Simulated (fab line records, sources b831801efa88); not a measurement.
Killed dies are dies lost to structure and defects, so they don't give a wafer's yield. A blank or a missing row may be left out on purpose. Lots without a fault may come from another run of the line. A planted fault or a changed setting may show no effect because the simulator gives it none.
fab line records | flow sky130 | part 2 of 2: steps 29 to 37 of 37
record lots=5 wafers=15 last_day=50
route steps=708 shown CONTACT@424 METAL1@434 VIA1@458
lots that met no fault: from a run of the same line without faults
start_h: hours from the record's first day to the start of the lot's first wafer shown | wait_h: hours since the lot's step before | " the same as in the row above | L1.1+2: a row that stands for several wafers | - no value, or no start given | * or withheld: withheld | < > ~ a bound
route shown NAME@n: a module of which the file shows steps, and the number in the route of the first | usual: mean/standard deviation of fault-free wafers | same: alike in all rows | chamber/n: place in a boat | sites: the reading at each site | _std_site: their standard deviation | _edge_site: outer sites' mean less inner sites' | radius_mm: how far each site lies from the wafer's centre | mask NAME#n: copy n | behind: the tool/chamber that last shaped the wafer | hold: why the lot was held/for how many hours/how that ended | device: the transistor (n, p or np) that didn't switch | end of line: the same wafers' tests at the end of the route | a step without rows: its recipe alone | killed: dies lost to structure and defects at the first sort, not the wafer's yield | map: a wafer's dies, x killed, . not, _ none there
set.NAME: the setting as run; set.NAME@STEP: as run at that earlier step | model.NAME: the simulator's own value behind a step, which no gauge read
lots at some steps of the route; a table a step, a row a wafer
services: from which hour (start_h, from the record's first day; less than 0 if before it) a tool's chamber was out of use, for how many hours, and why
## steps
# step SKY_METAL1_ETCH_18
# recipe chemistry=N2/H2 target=BARC ion_energy_ev=200 bias_w=100 pressure_mtorr=30 n2_flow_sccm=100 h2_flow_sccm=200 icp_w=500 stop_on=SiO2 time_s=45.9 target_depth_a=600
# usual drypump_motor_current_A=5.9/0.32 oes_product_au=0.855/0.0045 throttle_valve_pct=13.224/0.009
# columns lot.wafer tool chamber start_h wait_h drypump_motor_current_A oes_product_au rf_hours_counter_h throttle_valve_pct
L077.1 rie_metal-01 1 794.43 0.0 5.5 0.852 12 13.221
L077.4 " 0 " " 6.0 0.856 - 13.225
L077.5 " 0 " " 6.0 0.855 - 13.213
L082.2 rie_metal-01 1 835.59 0.1 5.5 0.852 - 13.231
L082.4 " 1 " " 5.5 0.860 - 13.221
L082.6 " 1 " " 5.5 0.858 - 13.237
L093.2 rie_metal-03 1 915.98 0.0 6.5 0.846 5 13.217
L093.3 " 0 " " 5.9 0.856 - 13.226
L093.6 " 1 " " 6.5 0.857 - 13.218
L095.1 rie_metal-03 0 928.48 0.0 5.9 0.860 16 13.219
L095.4 " 0 " " 5.9 0.848 - 13.205
L095.5 " 1 " " 6.4 0.858 - 13.235
L097.2 rie_metal-01 0 938.30 0.0 6.0 0.852 1 13.214
L097.5 " 0 " " 6.0 0.845 - 13.219
L097.6 " 1 " " 5.5 0.851 - 13.211
# step SKY_METAL1_METAL_ETCH_19
# recipe target_depth_a=3600 stop_on=SiO2 over_etch_frac=0.3 time_s=78 chemistry=Cl2/BCl3 resist_sidewall_deg=88 pressure_mtorr=10 icp_w=900 bias_w=48.5 Cl2_flow_sccm=60 bcl3_flow_sccm=30
# usual drypump_motor_current_A=5.9/0.31 oes_product_au=0.854/0.0069 throttle_valve_pct=22.264/0.0093
# same over_etch_frac=0.3
# columns lot.wafer tool chamber start_h wait_h drypump_motor_current_A oes_product_au rf_hours_counter_h throttle_valve_pct
L077.1 rie_metal-01 1 794.50 0.0 5.5 0.867 12 22.271
L077.4 " 0 " " 6.0 0.853 - 22.262
L077.5 " 0 " " 6.1 0.863 - 22.271
L082.2 rie_metal-01 1 835.72 0.1 5.5 0.860 - 22.263
L082.4 " 1 " " 5.5 0.859 - 22.264
L082.6 " 1 " " 5.5 0.853 - 22.269
L093.2 rie_metal-03 1 916.05 0.0 6.4 0.855 5 22.266
L093.3 " 0 " " 5.9 0.859 - 22.283
L093.6 " 1 " " 6.4 0.858 - 22.264
L095.1 rie_metal-03 0 928.55 0.0 5.9 0.853 16 22.268
L095.4 " 0 " " 5.9 0.852 - 22.266
L095.5 " 1 " " 6.5 0.855 - 22.269
L097.2 rie_metal-01 0 938.36 0.0 6.0 0.863 1 22.265
L097.5 " 0 " " 6.0 0.865 - 22.273
L097.6 " 1 " " 5.5 0.864 - 22.260
# step SKY_METAL1_STRIP_20
# recipe chemistry=O2/N2 power_w=1400 pressure_mtorr=1500 platen_temp_c=withheld o2_flow_sccm=3000 n2_flow_sccm=300 overash_fraction=0.5
# usual drypump_motor_current_A=5.5/0.53 oes_product_au=0.340/0.0053 strip_time_to_endpoint_s=2.61/0.072
# columns lot.wafer tool chamber start_h wait_h drypump_motor_current_A oes_product_au rf_hours_counter_h strip_time_to_endpoint_s
L077.1 plasma_asher-03 1 794.59 0.1 5.9 0.342 100 2.67
L077.4 " 0 " " 6.1 0.344 - 2.83
L077.5 " 1 " " 6.0 0.355 - 2.81
L082.2 plasma_asher-04 0 835.87 0.1 4.9 0.345 9 2.67
L082.4 " 1 " " 6.1 0.335 - 2.65
L082.6 " 0 " " 4.9 0.338 - 2.65
L093.2 plasma_asher-02 0 916.14 0.1 5.2 0.343 49 2.57
L093.3 " 1 " " 5.2 0.340 - 2.54
L093.6 " 0 " " 5.2 0.333 - 2.56
L095.1 plasma_asher-02 1 928.64 0.1 5.1 0.346 51 2.55
L095.4 " 1 " " 5.1 0.334 - 2.53
L095.5 " 0 " " 5.2 0.346 - 2.61
L097.2 plasma_asher-04 0 938.45 0.1 4.8 0.351 22 2.68
L097.5 " 0 " " 4.8 0.337 - 2.66
L097.6 " 1 " " 6.1 0.332 - 2.61
# step SKY_METAL1_STRIP_21
# recipe chemistry=post_etch_residue_remover time_s=1200 temp_c=72.5
# usual bath_heat_duty_pct=15.9/1.2
# columns lot.wafer tool chamber start_h wait_h bath_heat_duty_pct
L077.1 wet_bench-03 1 794.69 0.1 14.5
L077.4 " 1 " " 13.9
L077.5 " 1 " " 14.9
L082.2 wet_bench-03 1 835.97 0.1 14.3
L082.4 " 1 " " 15.0
L082.6 " 1 " " 14.7
L093.2 wet_bench-04 3 916.24 0.1 17.4
L093.3 " 3 " " 16.5
L093.6 " 3 " " 17.8
L095.1 wet_bench-03 0 928.74 0.1 16.0
L095.4 " 0 " " 15.0
L095.5 " 0 " " 15.8
L097.2 wet_bench-04 3 938.55 0.1 18.3
L097.5 " 3 " " 16.3
L097.6 " 3 " " 16.7
# step SKY_METAL1_CLEAN_22
# recipe chemistry=IPA time_s=180 temp_c=25
# usual bath_heat_duty_pct=6.9/0.68
# columns lot.wafer tool chamber start_h wait_h bath_heat_duty_pct
L077.1 wet_bench-01 3 795.03 0.0 7.5
L077.4 " 3 " " 7.6
L077.5 " 3 " " 6.7
L082.2 wet_bench-04 0 836.31 0.0 6.7
L082.4 " 0 " " 7.4
L082.6 " 0 " " 7.5
L093.2 wet_bench-03 3 916.58 0.0 6.3
L093.3 " 3 " " 6.5
L093.6 " 3 " " 6.0
L095.1 wet_bench-04 2 929.08 0.0 7.2
L095.4 " 2 " " 6.2
L095.5 " 2 " " 6.5
L097.2 wet_bench-01 3 938.93 0.0 6.8
L097.5 " 3 " " 7.4
L097.6 " 3 " " 7.4
# step SKY_METAL1_CLEAN_23
# recipe chemistry=O3/DIW dry=n2_spin
# columns lot.wafer tool chamber start_h wait_h
L077.1+4+5 wet_bench-04 0 795.09 0.0
L082.2+4+6 wet_bench-01 0 836.37 0.0
L093.2+3+6 wet_bench-04 0 916.64 0.0
L095.1+4+5 wet_bench-03 1 929.15 0.0
L097.2+5+6 wet_bench-03 2 938.98 0.0
# step SKY_VIA1_HDPCVD_00
# recipe material=SiO2 target_thk_nm=1030 sigma_open_frac=0.3 time_s=171.7 temp_c=400 sih4_flow_sccm=60 pressure_mtorr=6
# columns lot.wafer tool chamber start_h wait_h
L077.1+4+5 hdpcvd-02 1,2,1 795.18 0.0
L082.2+4+6 hdpcvd-02 0 836.47 0.0
L093.2+3+6 hdpcvd-01 0,2,2 916.73 0.0
L095.1+4+5 hdpcvd-02 1,0,1 929.33 0.1
L097.2+5+6 hdpcvd-02 1,0,1 939.08 0.0
# step SKY_VIA1_THK_MEAS_01
# recipe reads=SiO2_of_VIA1_HDPCVD_00
# usual VIA1_HDPCVD_THK=1033/11
# columns lot.wafer tool chamber start_h wait_h VIA1_HDPCVD_THK[nm]
L077.1 film_metro-04 - 795.29 0.1 1027
L077.4 " - " " 1031
L077.5 " - " " 1033
L082.2 film_metro-02 - 836.65 0.1 1055
L082.4 " - " " 1038
L082.6 " - " " 1040
L093.2 film_metro-04 - 916.90 0.1 1036
L093.3 " - " " 1039
L093.6 " - " " 1036
L095.1 film_metro-01 - 929.44 0.1 1034
L095.4 " - " " 1040
L095.5 " - " " 1041
L097.2 film_metro-02 - 939.20 0.1 1044
L097.5 " - " " 1036
L097.6 " - " " 1028
# step SKY_VIA1_CMP_02
# recipe material=SiO2 down_force_psi=4 platen_rpm=60 pad_velocity_m_s=0.94248
# usual head_pressure_psi=4.001/0.0081 motor_current_A=12.3/1.2
# columns lot.wafer tool chamber start_h wait_h head_pressure_psi motor_current_A
L077.4 cmp-01 0 795.45 0.1 4.001 10.9
L077.1 " 1 " " 4.007 11.8
L077.5 " 3 " " 4.009 13.8
L082.2 cmp-02 0 836.80 0.1 4.009 10.6
L082.4 " 1 " " 4.013 13.0
L082.6 " 2 " " 4.004 12.9
L093.2 cmp-02 3 917.47 0.6 4.002 12.2
L093.3 " 0 " " 4.000 10.6
L093.6 " 2 " " 3.998 13.0
L095.4 cmp-01 0 929.69 0.2 4.003 10.6
L095.1 " 3 " " 4.003 14.3
L095.5 " 1 " " 4.004 11.8
L097.2 cmp-01 0 939.30 0.1 3.988 10.6
L097.6 " 3 " " 3.997 14.7
L097.5 " 0 " " 3.989 10.5
## services
# columns tool chamber start_h hours kind
hdpcvd-02 0 746.59 11.4 repair
plasma_asher-02 - 758.29 3.9 repair
cmp-01 - 758.44 4.0 pm
cmp-01 - 777.44 1.5 repair
cvd_w-02 - 783.81 6.9 pm
cmp-01 - 785.11 4.8 pm
hdpcvd-02 - 797.80 0.6 repair
hdpcvd-02 - 800.36 7.4 repair
cmp-01 - 802.56 2.7 repair
krf_scanner-02 - 802.97 0.8 pm
rie_metal-01 0 808.99 48.4 repair
cvd_w-02 - 809.24 2.8 pm
pvd_sputter-03 - 817.99 0.8 repair
hdpcvd-02 2 823.69 13.8 repair
rie_metal-03 1 835.88 4.2 repair
pvd_sputter-01 - 848.94 5.2 repair
cvd_w-02 0 855.37 24.4 repair
rie_metal-01 1 863.65 7.3 repair
pvd_sputter-03 - 878.04 2.4 repair
rie_metal-01 - 882.57 28.1 pm
pvd_sputter-04 - 886.75 3.0 repair
wet_bench-03 - 897.85 1.9 repair
plasma_asher-02 - 900.31 1.4 repair
cmp-01 - 916.53 4.3 repair
